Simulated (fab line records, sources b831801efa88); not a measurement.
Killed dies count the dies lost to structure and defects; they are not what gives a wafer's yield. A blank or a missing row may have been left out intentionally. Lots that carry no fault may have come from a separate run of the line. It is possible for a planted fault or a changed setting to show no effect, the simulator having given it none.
Which of the tools did it? || flow gf180mcu || 18 wafers sampled from 6 lots at 1 step of a route of 602

WHAT THE GAUGES READ, wafer by wafer
GF_DNWELL_TW_MEAS_09.
{"lot": "L758", "measured": "day 3 12:38", "on": "film_metro-03", "DNWELL_TW": "1335 1346 1344"}
{"lot": "L760", "measured": "day 4 09:23", "on": "film_metro-03", "DNWELL_TW": "1346 1353 1355"}
{"lot": "L768", "measured": "day 5 14:34", "on": "film_metro-04", "DNWELL_TW": "1331 1331 1334"}
{"lot": "L770", "measured": "day 6 07:17", "on": "film_metro-01", "DNWELL_TW": "1374 1372 1374"}
{"lot": "L774", "measured": "day 7 01:08", "on": "film_metro-01", "DNWELL_TW": "1355 1350 1358"}
{"lot": "L777", "measured": "day 7 19:22", "on": "film_metro-01", "DNWELL_TW": "1356 1356 1356"}

TOOL THAT RAN EACH LOT (tool first, then ch and the chambers of the sampled wafers, then the start)
No process step before these readings appears in the record.

THE ANSWER, worked out from the rows above alone
Rule: usual is defined by the lots themselves. The widest of any qualifying gaps counts: lots, ordered by their means at a reading, are off when they make up no more than a third of the lots, leave a main group of 4 or more, and stand apart from it by 3 or more times the standard deviation of that group's means. A main group is skipped when, at the precision printed for the reading in the tables above, its means are all equal. A lot without any number at a reading at which 4 lots or more have one is off too. Where the step has rows for the other lots, those lots are counted as sound.
None of the lots is off at any reading shown; this tells nothing.

WHAT THE SIMULATOR HAD INSERTED
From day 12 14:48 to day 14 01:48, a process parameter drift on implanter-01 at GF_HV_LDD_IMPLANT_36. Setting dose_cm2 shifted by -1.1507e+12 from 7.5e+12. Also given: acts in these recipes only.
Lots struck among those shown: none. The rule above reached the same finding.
